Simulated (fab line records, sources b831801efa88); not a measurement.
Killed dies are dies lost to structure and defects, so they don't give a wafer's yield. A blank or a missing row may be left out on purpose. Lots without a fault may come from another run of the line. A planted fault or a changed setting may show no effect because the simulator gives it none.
A struck lot beside a sound one | flow sky130 | 21 steps out of a route of 708
Sound: wafers L911.2, L911.4, L911.5. Struck: wafers L924.1, L924.2, L924.4. The cause comes at the end.
At each step with rows: each side's tool, then ch and its chambers, then its first start. Under that, the readings that differ: sound wafers | struck wafers | difference of the means | sigmas: that difference in standard deviations of wafers without a fault.
alike: readings whose means differ by less than 2 such deviations, and words and numbers that are the same on both sides. not compared: withheld readings, readings that some wafer has no value for, bounds like >300 that may hide the same value, and numbers for which the record gives no deviation and whose values overlap.
The two part at a step that has a row with sigmas, a row that says differs or no value, or rows on one side only. Numbers that don't overlap but have no deviation are shown without sigmas and don't part them. A reading that every wafer of one side lacks parts them only if that side has two wafers or more.

first, 6 steps without rows for these wafers: SKY_VT_ADJUST_LVTN_HMDS_01 (prime time 60 s); SKY_VT_ADJUST_LVTN_COAT_02 (resist thk 3000 nm); SKY_VT_ADJUST_LVTN_SOFTBAKE_03; SKY_VT_ADJUST_LVTN_EXPOSE_04 (exposes mask NWM COMPLEMENT LESS NATIVE, target cd 840 nm); SKY_VT_ADJUST_LVTN_PEB_05; SKY_VT_ADJUST_LVTN_DEVELOP_06 (develop time 60 s).
SKY_VT_ADJUST_LVTN_OVL_MEAS_07:
  sound on overlay-01, day 8 22:41; struck on overlay-02, day 12 06:31
  alike: VT_ADJUST_LVTN_OVL
then, 1 step without rows for these wafers: SKY_VT_ADJUST_LVTN_IMPLANT_08.
SKY_VT_ADJUST_LVTN_STRIP_09: strips in O2/N2.
  sound on plasma_asher-03 ch 0,1, day 8 22:52; struck on plasma_asher-03 ch 0,1, day 12 06:42
  alike: drypump_motor_current_A, oes_product_au, strip_time_to_endpoint_s
  not compared: rf_hours_counter_h
SKY_VT_ADJUST_LVTN_TW_MEAS_10:
  sound on film_metro-04, day 8 22:58; struck on film_metro-04, day 12 06:48
  alike: VT_ADJUST_LVTN_TW
then, 2 steps without rows for these wafers: SKY_VT_ADJUST_LVTN_DEHYDRATE_11 (time 60 s); SKY_VT_ADJUST_LVTN_HMDS_12 (prime time 60 s).
SKY_VT_ADJUST_LVTN_COAT_13: resist thk 1140 nm.
  sound on litho_track-01 ch 0, day 9 09:53; struck on litho_track-04 ch 0, day 12 19:19
  reading                                             | sound                | struck               | difference | sigmas
  spin_speed_rpm (rpm)                                | 3002.7 3000.9 3000.2 | 3166.1 3164.1 3164.0 | +163.5     | +78
  model.NOVOLAK_of_VT_ADJUST_LVTN_COAT_13.thk_nm (nm) | 1135 1139 1129       | 1105 1108 1107       | -28        |
then, 3 steps without rows for these wafers: SKY_VT_ADJUST_LVTN_SOFTBAKE_14 (time 60 s); SKY_VT_ADJUST_LVTN_EXPOSE_15 (exposes mask HVN STD DERIVED, target cd 600 nm); SKY_VT_ADJUST_LVTN_PEB_16.
SKY_VT_ADJUST_LVTN_DEVELOP_17: develop time 60 s.
  sound on litho_track-01 ch 0, day 9 20:29; struck on litho_track-04 ch 0, day 13 07:49
  reading                                             | sound          | struck         | difference | sigmas
  model.NOVOLAK_of_VT_ADJUST_LVTN_COAT_13.thk_nm (nm) | 1134 1139 1129 | 1104 1107 1106 | -28        |
SKY_VT_ADJUST_LVTN_OVL_MEAS_18:
  sound on overlay-01, day 9 20:37; struck on overlay-01, day 13 07:58
  alike: VT_ADJUST_LVTN_01_OVL
then, 1 step without rows for these wafers: SKY_VT_ADJUST_LVTN_IMPLANT_19.
SKY_VT_ADJUST_LVTN_STRIP_20: strips in O2/N2.
  sound on plasma_asher-01 ch 0,1, day 9 20:48; struck on plasma_asher-02 ch 0,1, day 13 08:10
  reading                      | sound             | struck            | difference | sigmas
  strip_time_to_endpoint_s (s) | 14.12 14.18 14.05 | 13.75 13.80 13.77 | -0.34      | -9
  alike: drypump_motor_current_A, oes_product_au
  not compared: rf_hours_counter_h
SKY_VT_ADJUST_LVTN_TW_MEAS_21:
  sound on film_metro-03, day 9 20:55; struck on film_metro-04, day 13 08:16
  alike: VT_ADJUST_LVTN_2_TW

WHERE THEY PART
First at SKY_VT_ADJUST_LVTN_COAT_13; last, within this record, at SKY_VT_ADJUST_LVTN_STRIP_20. Later steps at which nothing parts them and some readings are alike: SKY_VT_ADJUST_LVTN_TW_MEAS_21.

WHY: what the simulator had put in
Process parameter drift: litho_track-04, from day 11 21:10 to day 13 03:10, at SKY_VT_ADJUST_LVTN_COAT_13. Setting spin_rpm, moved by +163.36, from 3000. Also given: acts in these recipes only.
